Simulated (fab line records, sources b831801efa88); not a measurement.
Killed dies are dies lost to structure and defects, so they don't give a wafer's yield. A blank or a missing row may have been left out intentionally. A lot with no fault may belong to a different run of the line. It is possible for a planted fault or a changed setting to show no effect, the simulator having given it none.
A struck lot beside a sound one | flow sky130 | 15 steps out of a route of 708
Sound: the wafers L281.2, L281.5, L281.6. Wafers L292.2, L292.3, L292.5 were the ones struck. Last of all comes the cause.
Order at every step that has rows: each side's tool, ch and its chambers, its first start. Under that, the readings that differ: sound wafers | struck wafers | difference of the means | sigmas: that difference in standard deviations of wafers without a fault.
alike: readings whose means differ by less than 2 such deviations, and words and numbers that are the same on both sides. not compared: withheld readings, readings that some wafer has no value for, bounds like >300 that may hide the same value, and numbers for which the record gives no deviation and whose values overlap.
A row with sigmas, a row that says differs or no value, or rows on one side alone: a step with any of these is where the two part. Numbers that have no deviation but don't overlap get no sigmas and don't part them. A reading missing from all wafers of one side parts the sides only when that side holds two or more wafers.

first, 1 step without rows for these wafers: SKY_GATE_OXIDE_OXIDATION_01 (stabilise 600 s, purge 300 s, target thk 10.268 nm).
SKY_GATE_OXIDE_THK_MEAS_02:
  struck on film-metro-02, day 16 13:08; sound on film-metro-04, day 12 18:45
  reading                          | sound            | struck            | difference | sigmas
  GATE_OXIDE_OXIDATION_00_THK (nm) | 10.07 10.21 9.91 | 10.61 10.56 10.47 | +0.48      | +2
then, 7 steps without rows for these wafers: SKY_GATE_OXIDE_DEHYDRATE_03 (time 60 s); SKY_GATE_OXIDE_HMDS_04 (prime time 60 s); SKY_GATE_OXIDE_COAT_05 (resist thk 1140 nm); SKY_GATE_OXIDE_SOFTBAKE_06 (time 60 s); SKY_GATE_OXIDE_EXPOSE_07 (exposes mask LVOM, target cd 600 nm); SKY_GATE_OXIDE_PEB_08; SKY_GATE_OXIDE_DEVELOP_09 (develop time 60 s).
SKY_GATE_OXIDE_OVL_MEAS_10:
  struck on overlay-01, day 17 16:55; sound on overlay-02, day 13 19:57
  alike: GATE_OXIDE_OVL
then, 2 steps without rows for these wafers: SKY_GATE_OXIDE_IMPLANT_11; SKY_GATE_OXIDE_WET_ETCH_12 (etches SiO2 in dHF, target depth 16.8 nm, time 329.8 s).
SKY_GATE_OXIDE_STRIP_13: strips in O2/N2.
  sound on plasma-asher-02 ch 0,1, day 13 20:14; struck on plasma-asher-03 ch 0,1, day 17 17:13
  no value came back on the struck wafers for chamber-pressure-mTorr (mTorr), drypump-motor-current-A (A), oes-product-au (a.u.), strip-time-to-endpoint-s (s); on the sound wafers chamber-pressure-mTorr (mTorr) reads 1499.7 1500.1 1499.9
  reading                                         | sound | struck         | difference | sigmas
  model.NOVOLAK_of_GATE_OXIDE_COAT_05.thk-nm (nm) | 0 0 0 | 1138 1136 1134 | +1136      |
  not compared: rf-hours-counter-h
SKY_GATE_OXIDE_TW_MEAS_14:
  struck on film-metro-04, day 17 17:19; sound on film-metro-03, day 13 20:21
  reading       | sound             | struck            | difference | sigmas
  GATE_OXIDE_TW | 227.3 227.9 227.3 | 225.3 224.8 223.2 | -3.1       | -2
-- a jump in the record: the struck wafers' starts before and after are 31 days apart (it breaks off in module GATE_OXIDE and resumes in module PAD_OPEN, where the first step shown is number 708 of the route) --
SKY_PAD_OPEN_PROBE_99:
  only the struck wafers here have rows in the record (prober-02, day 48 14:34); the sound ones have none

== WHERE THEY PART ==
Last at SKY_PAD_OPEN_PROBE_99 as far as this record goes, first at SKY_GATE_OXIDE_THK_MEAS_02.

WHY: what had been put in by the simulator
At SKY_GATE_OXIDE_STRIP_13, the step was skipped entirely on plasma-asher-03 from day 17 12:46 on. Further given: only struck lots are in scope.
